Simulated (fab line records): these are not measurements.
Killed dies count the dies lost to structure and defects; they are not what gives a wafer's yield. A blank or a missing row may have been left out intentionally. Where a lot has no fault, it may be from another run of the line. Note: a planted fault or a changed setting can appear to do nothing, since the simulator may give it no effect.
Matching of chambers / flow sky130 / cmp-01 running SKY_VIA3_CMP_02: 4 sister chambers
The step polishes SiO2. 4 wafers are shown with their chamber, then 7 later ones without.

EACH WAFER AND ITS CHAMBER
wafer=L281.5; chamber=0; motorCurrentA (A)=10.4
wafer=L292.5; chamber=2; motorCurrentA (A)=16.2
wafer=L294.3; chamber=1; motorCurrentA (A)=10.3
wafer=L294.4; chamber=3; motorCurrentA (A)=12.7

WAFERS MISSING THEIR CHAMBER
wafer=L294.6; motorCurrentA (A)=16.7
wafer=L296.1; motorCurrentA (A)=10.6
wafer=L296.3; motorCurrentA (A)=12.4
wafer=L296.4; motorCurrentA (A)=16.1
wafer=L298.1; motorCurrentA (A)=10.1
wafer=L298.3; motorCurrentA (A)=10.7
wafer=L298.5; motorCurrentA (A)=15.6

EACH ONE'S CHAMBER
wafer=L294.6; from the rows above=2; in truth=2
wafer=L296.1; from the rows above=can't be placed: 0 or 1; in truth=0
wafer=L296.3; from the rows above=3; in truth=3
wafer=L296.4; from the rows above=2; in truth=2
wafer=L298.1; from the rows above=can't be placed: 1 or 0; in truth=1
wafer=L298.3; from the rows above=can't be placed: 0 or 1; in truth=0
wafer=L298.5; from the rows above=2; in truth=2
Correct placement for 4 of the 7. Not placeable from these rows: 3 (in 3, the candidates include the true chamber). 0 placed wrongly.
How it was worked out, from the rows above alone: a wafer's distance from a chamber is the root of the sum, over the readings, of the square of ((its reading less the chamber's mean) divided by the reading's scatter). If the next closest chamber is less than 2 further off than the closest, the wafer can't be placed; otherwise it belongs to the closest. For every chamber, the mean is computed from those of its wafers that are shown. The scatter (one wafer shown for each chamber): square how far every hidden wafer sits from the nearest shown wafer, average those squares and take the square root.
